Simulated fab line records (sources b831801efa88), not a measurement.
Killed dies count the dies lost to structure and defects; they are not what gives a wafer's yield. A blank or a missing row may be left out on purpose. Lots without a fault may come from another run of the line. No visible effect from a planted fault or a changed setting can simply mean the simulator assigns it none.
fab line records    flow sky130
[record] lots = 6  wafers = 16  lastDay = 50
route steps=708 shown CONTACT@410 PAD_OPEN@708
lots with no fault: from the same line, run without faults
startH: hours from the record's first day to the start of the lot's first wafer shown    waitH: time in hours since the lot's previous step    " repeats the value in the row above    L1.1+2: a row that stands for several wafers    - no value, or no start was given    * or withheld: withheld    < > ~ a bound
route shown NAME@n: a module of which the file shows steps, and the number in the route of the first    usual: mean/standard deviation of fault-free wafers    same: alike in all rows    chamber/n: place in a boat    sites: per-site readings    _std_site: standard deviation of those values    _edge_site: the outer-site mean with the inner-site mean subtracted    radiusMm: how far each site lies from the wafer's centre    mask NAME#n: copy n    behind: the most recent tool/chamber to have shaped the wafer    hold: the reason the lot was held/the length of the hold in hours/how it ended    device: transistor that didn't switch, given as n, p or np    end of line: the same wafers' tests at the end of the route    a step with no rows: only its recipe    killed: dies lost to structure and defects at the first sort, not the wafer's yield    map: shows each die of a wafer: x if killed, . if not, _ if none is there
set.NAME: setting as actually run; set.NAME@STEP: the setting as run at that earlier step    model.NAME: the simulator's own value behind a step, which no gauge read
lots seen at some steps along the route; tables by step, rows by wafer
services: from which hour (startH, from the record's first day; less than 0 if before it) a tool's chamber was out of use, for how many hours, and why
[[steps]]
[step SKY_CONTACT_CMP_04]
[recipe] material = SiO2  downForcePsi = 4  platenRpm = 60  padVelocityMS = 0.94248
[usual] motorCurrentA = 12.5/1.5  timeToEndpointS = 80/4.2
lot.wafer  tool    chamber  startH  waitH  motorCurrentA  timeToEndpointS
L701.2     cmp-01  3        734.70  0.0    13.6           82
L701.4     "       0        "       "      15.2           86
L701.1     "       1        "       "      11.1           82
L702.2     cmp-02  1        741.10  0.2    10.3           79
L702.5     "       2        "       "      13.6           82
L702.6     "       3        "       "      10.8           76
L710.1     cmp-01  0        800.80  0.1    14.5           82
L710.4     "       1        "       "      10.8           72
L711.4     cmp-01  0        802.95  0.1    14.7           83
L711.6     "       0        "       "      16.1           84
L716.1     cmp-01  1        851.39  0.1    11.1           79
L716.3     "       3        "       "      12.8           72
L716.5     "       1        "       "      11.0           74
L721.1     cmp-01  1        881.70  0.1    11.1           82
L721.4     "       0        "       "      15.4           84
L721.5     "       1        "       "      11.5           80
[step SKY_CONTACT_BOW_MEAS_05]
[recipe] mode = bow
[usual] CONTACT_BOW = 83/7
lot.wafer  tool          chamber  startH  waitH  CONTACT_BOW[um]
L701.1     filmMetro-04  -        735.00  0.1    90
L701.2     "             -        "       "      85
L701.4     "             -        "       "      91
L702.2     filmMetro-02  -        741.27  0.1    78
L702.5     "             -        "       "      81
L702.6     "             -        "       "      91
L710.1     filmMetro-01  -        801.00  0.1    69
L710.4     "             -        "       "      74
L711.4     filmMetro-02  -        803.26  0.3    75
L711.6     "             -        "       "      88
L716.1     filmMetro-04  -        851.69  0.2    81
L716.3     "             -        "       "      88
L716.5     "             -        "       "      85
L721.1     filmMetro-01  -        882.00  0.2    92
L721.4     "             -        "       "      86
L721.5     "             -        "       "      74
[step SKY_CONTACT_DEHYDRATE_06]
[recipe] tempC = 200  timeS = 60
[step SKY_CONTACT_HMDS_07]
[recipe] primeTimeS = 60  primeTempC = 120
[step SKY_CONTACT_COAT_08]
[recipe] resist = BARC  tempC = withheld  timeS = withheld  spinRpm = 3000  resistThkNm = 60
[step SKY_CONTACT_COAT_09]
[recipe] resist = KrF-thick  spinRpm = 3000  resistThkNm = 450
[step SKY_CONTACT_SOFTBAKE_10]
[recipe] tempC = 100  timeS = 90  resist = KrF-thick
[step SKY_CONTACT_EXPOSE_11]
[recipe] maskId = CTM1  na = 0.8  sourceShape = annular  sigmaInner = 0.55  sigmaOuter = 0.85  targetCdNm = 170  doseMj = 38
[step SKY_CONTACT_PEB_12]
[recipe] pebTempC = withheld  pebTimeS = withheld  resist = KrF-thick
[step SKY_CONTACT_DEVELOP_13]
[recipe] developTimeS = 60  resist = KrF-thick  devTempC = 21
[step SKY_CONTACT_CD_MEAS_14]
[recipe] targetCdNm = 170
[usual] cdNm = 169.6/1.6
lot.wafer  tool      chamber  startH  waitH  cdNm
L701.1     cdSem-02  -        762.02  -      169.9
L701.2     "         -        "       "      170.8
L701.4     "         -        "       "      168.9
L702.2     cdSem-01  -        768.63  -      169.6
L702.5     "         -        "       "      171.4
L702.6     "         -        "       "      170.2
L710.1     cdSem-01  -        827.14  -      168.3
L710.4     "         -        "       "      167.9
L711.4     cdSem-01  -        829.60  -      168.9
L711.6     "         -        "       "      168.1
L716.1     cdSem-01  -        879.36  -      168.0
L716.3     "         -        "       "      168.0
L716.5     "         -        "       "      167.7
L721.1     cdSem-02  -        907.81  -      172.2
L721.4     "         -        "       "      172.0
L721.5     "         -        "       "      170.7
[step SKY_CONTACT_OVL_MEAS_15]
[usual] CONTACT_OVL = 0/4.1
lot.wafer  tool        chamber  startH  waitH  CONTACT_OVL[nm]
L701.1     overlay-01  -        762.14  0.1    3
L701.2     "           -        "       "      -1
L701.4     "           -        "       "      3
L702.2     overlay-02  -        768.74  0.1    -3
L702.5     "           -        "       "      -5
L702.6     "           -        "       "      -2
L710.1     overlay-02  -        827.26  0.1    -5
L710.4     "           -        "       "      -6
L711.4     overlay-01  -        829.68  0.1    -1
L711.6     "           -        "       "      0
L716.1     overlay-01  -        879.48  0.1    -1
L716.3     "           -        "       "      -3
L716.5     "           -        "       "      2
L721.1     overlay-02  -        907.93  0.1    4
L721.4     "           -        "       "      2
L721.5     "           -        "       "      1
[step SKY_CONTACT_ETCH_16]
[recipe] chemistry = N2/H2  target = BARC  ionEnergyEv = 200  sourceW = 500  biasW = 100  pressureMtorr = 30  n2FlowSccm = 100  h2FlowSccm = 200  stopOn = SiO2  timeS = 45.9  targetDepthA = 600
[usual] drypumpMotorCurrentA = 5.7/0.31  h2FlowSccm = 200.0/0.68  oesProductAu = 0.855/0.0049  throttleValvePct = 13.225/0.0089
lot.wafer  tool        chamber  startH  waitH  drypumpMotorCurrentA  h2FlowSccm  oesProductAu  rfHoursCounterH  throttleValvePct  model.KrF-thick_of_CONTACT_COAT_09.thkNm  model.CONTACT.cdNm
L701.1     rieDiel-04  0        762.17  0.0    6.0                   199.8       0.860         5                13.232            393.8                                     170
L701.2     "           1        "       "      5.3                   199.6       0.851         8                13.206            392.1                                     171
L701.4     "           2        "       "      5.6                   199.8       0.854         18               13.229            392.9                                     169.1
L702.2     rieDiel-02  0        768.77  0.0    5.9                   200.5       0.856         13               13.235            392.1                                     169.3
L702.5     "           0        "       "      5.9                   200.2       0.845         -                13.243            392                                       170.9
L702.6     "           3        "       "      5.9                   200.1       0.860         -                13.210            391.3                                     170.4
L710.1     rieDiel-04  1        827.29  0.0    5.4                   198.9       0.865         11               13.221            378.5                                     171.5
L710.4     "           2        "       "      5.6                   198.8       0.862         21               13.226            379                                       170.8
L711.4     rieDiel-04  2        829.69  0.0    5.6                   200.2       0.855         21               13.236            377.8                                     171.8
L711.6     "           2        "       "      5.6                   200.4       0.853         -                13.218            391.5                                     167.6
L716.1     rieDiel-01  1        879.52  0.0    5.9                   200.4       0.853         7                13.231            391.3                                     168.3
L716.3     "           0        "       "      5.0                   200.5       0.849         11               13.216            389.6                                     168.3
L716.5     "           2        "       "      6.2                   199.7       0.860         -                13.207            393                                       167.5
L721.1     rieDiel-02  0        907.97  0.0    5.9                   199.6       0.854         17               13.212            391.3                                     171.9
L721.4     "           1        "       "      5.9                   199.7       0.856         19               13.223            393.8                                     171.9
L721.5     "           3        "       "      5.9                   200.3       0.844         -                13.218            393.6                                     171.4
[step SKY_CONTACT_ETCH_17]
[recipe] target = SiO2  chemistry = C4F8/O2/Ar  stopOn = Si3N4  maskMaterial = KrF-thick  sourceW = 1500  biasW = 1200  pressureMtorr = 40  c4f8FlowSccm = withheld  O2_flow_sccm = 6  Ar_flow_sccm = 300  timeS = withheld  targetDepthA = 3400
[usual] oesProductAu = 0.891/0.0046
lot.wafer  tool        chamber  startH  waitH  oesProductAu
L701.1     rieDiel-04  0        762.22  0.0    0.887
L701.2     "           1        "       "      0.902
L701.4     "           2        "       "      0.891
L702.2     rieDiel-02  0        768.81  0.0    0.893
L702.5     "           0        "       "      0.896
L702.6     "           3        "       "      0.889
L710.1     rieDiel-04  1        827.34  0.0    0.895
L710.4     "           2        "       "      0.888
L711.4     rieDiel-04  2        829.74  0.0    0.895
L711.6     "           2        "       "      0.893
L716.1     rieDiel-01  1        879.56  0.0    0.884
L716.3     "           0        "       "      0.887
L716.5     "           2        "       "      0.894
L721.1     rieDiel-02  0        908.01  0.0    0.890
L721.4     "           1        "       "      0.897
L721.5     "           3        "       "      0.891
[step SKY_CONTACT_ETCH_18]
[recipe] target = Si3N4  chemistry = CHF3/O2  stopOn = TiN  sourceW = 600  biasW = 200  pressureMtorr = 40  chf3FlowSccm = 50  O2_flow_sccm = 5  timeS = 39  targetDepthA = 750
[usual] chf3FlowSccm = 50.01/0.14  drypumpMotorCurrentA = 5.7/0.3  oesProductAu = 0.853/0.0068  throttleValvePct = 8.792/0.0093
lot.wafer  tool        chamber  startH  waitH  chf3FlowSccm  drypumpMotorCurrentA  oesProductAu  rfHoursCounterH  throttleValvePct  model.KrF-thick_of_CONTACT_COAT_09.thkNm  model.CONTACT.cdNm
L701.1     rieDiel-04  0        -       -      50.04         6.0                   0.858         5                8.789             244.3                                     170.2
L701.2     "           1        "       "      50.12         5.3                   0.847         8                8.767             240.7                                     171.1
L701.4     "           2        "       "      50.00         5.6                   0.864         19               8.786             244.5                                     169.4
L702.2     rieDiel-02  0        -       -      50.21         5.8                   0.845         13               8.787             243.4                                     169.3
L702.5     "           0        "       "      50.07         5.9                   0.850         -                8.786             242.6                                     171.1
L702.6     "           3        "       "      49.91         5.9                   0.864         -                8.787             243.4                                     170.2
L710.1     rieDiel-04  1        -       -      50.14         5.3                   0.851         11               8.801             226.2                                     171.8
L710.4     "           2        "       "      49.76         5.6                   0.856         21               8.774             229.6                                     171.1
L711.4     rieDiel-04  2        -       -      50.02         5.6                   0.862         21               8.790             227.7                                     172.1
L711.6     "           2        "       "      50.10         5.6                   0.848         -                8.788             241.9                                     167.7
L716.1     rieDiel-01  1        -       -      50.11         5.9                   0.849         7                8.805             241.5                                     168.3
L716.3     "           0        "       "      50.04         5.0                   0.861         11               8.793             239                                       168.5
L716.5     "           2        "       "      50.15         6.2                   0.861         -                8.806             243.5                                     167.4
L721.1     rieDiel-02  0        -       -      50.18         5.8                   0.836         17               8.781             240                                       172.4
L721.4     "           1        "       "      49.90         5.9                   0.855         19               8.796             244.8                                     171.7
L721.5     "           3        "       "      49.90         5.9                   0.858         -                8.796             246.1                                     171.4
[step SKY_CONTACT_STRIP_19]
[recipe] chemistry = O2/N2  powerW = 1400  pressureMtorr = 1500  platenTempC = withheld  o2FlowSccm = 3000  n2FlowSccm = 300  overashFraction = 0.5
[usual] drypumpMotorCurrentA = 5.9/0.42  oesProductAu = 0.380/0.0046  stripTimeToEndpointS = 3.614/0.026
lot.wafer  tool            chamber  startH  waitH  drypumpMotorCurrentA  oesProductAu  rfHoursCounterH  stripTimeToEndpointS
L701.1     plasmaAsher-03  0        762.31  -      5.8                   0.373         33               3.624
L701.2     "               1        "       "      6.0                   0.380         33               3.610
L701.4     "               1        "       "      6.0                   0.377         -                3.629
L702.2     plasmaAsher-03  1        768.90  -      6.0                   0.386         34               3.631
L702.5     "               1        "       "      6.0                   0.382         -                3.611
L702.6     "               0        "       "      5.8                   0.387         -                3.618
L710.1     plasmaAsher-02  0        827.43  -      6.6                   0.368         66               3.447
L710.4     "               0        "       "      6.6                   0.372         -                3.483
L711.4     plasmaAsher-03  1        829.86  -      6.0                   0.364         -                3.472
L711.6     "               0        "       "      5.8                   0.380         -                3.604
L716.1     plasmaAsher-02  1        879.65  -      5.4                   0.376         71               3.614
L716.3     "               0        "       "      6.6                   0.376         -                3.585
L716.5     "               0        "       "      6.6                   0.384         -                3.609
L721.1     plasmaAsher-01  0        908.10  -      5.3                   0.380         113              3.597
L721.4     "               1        "       "      5.7                   0.387         -                3.632
L721.5     "               0        "       "      5.3                   0.387         -                3.660
[step SKY_CONTACT_STRIP_20]
[recipe] chemistry = postEtchResidueRemover  timeS = 1200  tempC = 72.5
[step SKY_PAD_OPEN_PROBE_99]
[usual] killed_at_M0_to_M3 = 45/7.3  killed_at_M4_up = 3.2/1.8  killedAtContacts = 25/5.5  killedAtFrontEnd = 15/4.2  killedAtOther = 0.3/0.69  killedDies = 89/9.4  killedOpen = 49/6.6  killedShort = 40/6.4
[same] grossDies = 492  killedAtBackSide = 0
lot.wafer  tool       chamber  startH   waitH  killed_at_M0_to_M3  killed_at_M4_up  killedAtContacts  killedAtFrontEnd  killedAtOther  killedDies  killedOpen  killedShort
L701.1     prober-01  -        1094.71  0.1    38                  3                12                17                0              70          38          32
L701.2     prober-01  -        1094.76  0.1    44                  5                27                12                0              88          40          44
L701.4     prober-01  -        1094.86  0.2    35                  1                22                14                1              73          43          30
L710.4     prober-02  -        1145.66  0.2    45                  1                21                14                2              83          41          40
// killed by level:class
L701.1 VIA2:geometricParticle:open=8 VIA3:geometricParticle:open=8 FIELD_ISO:geometricParticle:short=5 FIELD_ISO:geometricParticle:open=5 METAL2:geometricParticle:short=5 LI_CONTACT:geometricParticle:open=4 METAL1:geometricParticle:short=4 VIA1:geometricParticle:open=3
L701.2 VIA1:geometricParticle:open=9 CONTACT:geometricParticle:open=8 LI_CONTACT:geometricParticle:open=7 VIA1:geometricParticle:short=6 VIA3:geometricParticle:open=6 VIA2:geometricParticle:short=6 METAL1:geometricParticle:short=5 LOCAL_INTERCONNECT:geometricParticle:short=5
L701.4 CONTACT:geometricParticle:open=11 VIA3:geometricParticle:open=8 VIA1:geometricParticle:open=7 FIELD_ISO:geometricParticle:short=6 VIA2:geometricParticle:open=6 VIA1:geometricParticle:short=4 LI_CONTACT:geometricParticle:open=4 METAL1:geometricParticle:short=4
L710.4 VIA1:geometricParticle:open=8 VIA3:geometricParticle:open=8 CONTACT:geometricParticle:open=7 METAL1:geometricParticle:short=6 CONTACT:geometricParticle:short=5 VIA1:geometricParticle:short=5 FIELD_ISO:geometricParticle:short=4 LI_CONTACT:geometricParticle:open=4
[[services]]
tool            chamber  startH  hours  kind
cmp-01          -        713.33  1.5    repair
cmp-02          -        714.68  0.5    repair
rieDiel-02      0        722.30  4.3    repair
plasmaAsher-01  -        728.96  0.9    repair
rieDiel-02      -        733.44  0.5    repair
cmp-02          -        744.00  4.0    pm
cmp-01          -        787.28  0.5    repair
plasmaAsher-03  -        802.61  2.8    pm
rieDiel-02      2        808.74  5.6    repair
cmp-01          -        808.74  3.4    repair
rieDiel-04      3        810.60  13.1   repair
rieDiel-01      -        817.17  0.6    repair
rieDiel-02      -        822.25  2.8    pm
rieDiel-02      0        826.38  7.5    repair
rieDiel-01      2        830.32  5.5    repair
rieDiel-04      3        836.33  -      clean
cmp-01          -        838.26  3.9    pm
rieDiel-02      1        846.28  6.7    repair
rieDiel-01      3        848.14  2.5    repair
rieDiel-04      3        859.52  2.9    repair
rieDiel-04      2        860.83  8.7    repair
rieDiel-01      1        871.34  3.6    repair
rieDiel-04      0        882.33  20.5   repair
plasmaAsher-03  -        896.65  0.3    repair
[[key]]
[firstSign] step = SKY_CONTACT_STRIP_19  reading = stripTimeToEndpointS  direction = down  sigmas = 5.6  usual = *  struck = *
effect none on later readings
[modelEffect] step = SKY_CONTACT_ETCH_16  value = KrF-thick_of_CONTACT_COAT_09.thkNm  without = 392.7  struck = 378.4
[modelEffect] step = SKY_CONTACT_ETCH_18  value = KrF-thick_of_CONTACT_COAT_09.thkNm  without = 242.1  struck = 227.8
metAt SKY_CONTACT_ETCH_16
struckWafers L710.1,L710.4,L711.4
testerLeftOut L710,L711
onsetBetween 762.17 827.29
[fault] kind = processParameterDrift  tool = rieDiel-04  chamber = -  onsetH = 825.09  steps = SKY_CONTACT_ETCH_16  channel = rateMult  offset = 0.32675  shape = step  endH = 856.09  scope = struckWafersOnly
// testerLeftOut: of these lots the tester's yield and bins aren't shown, on N5 and GAA mostly nor the transistor test; their killed dies are dies lost to structure and defects alone, not to doping, threshold or leakage, so they don't give the yield
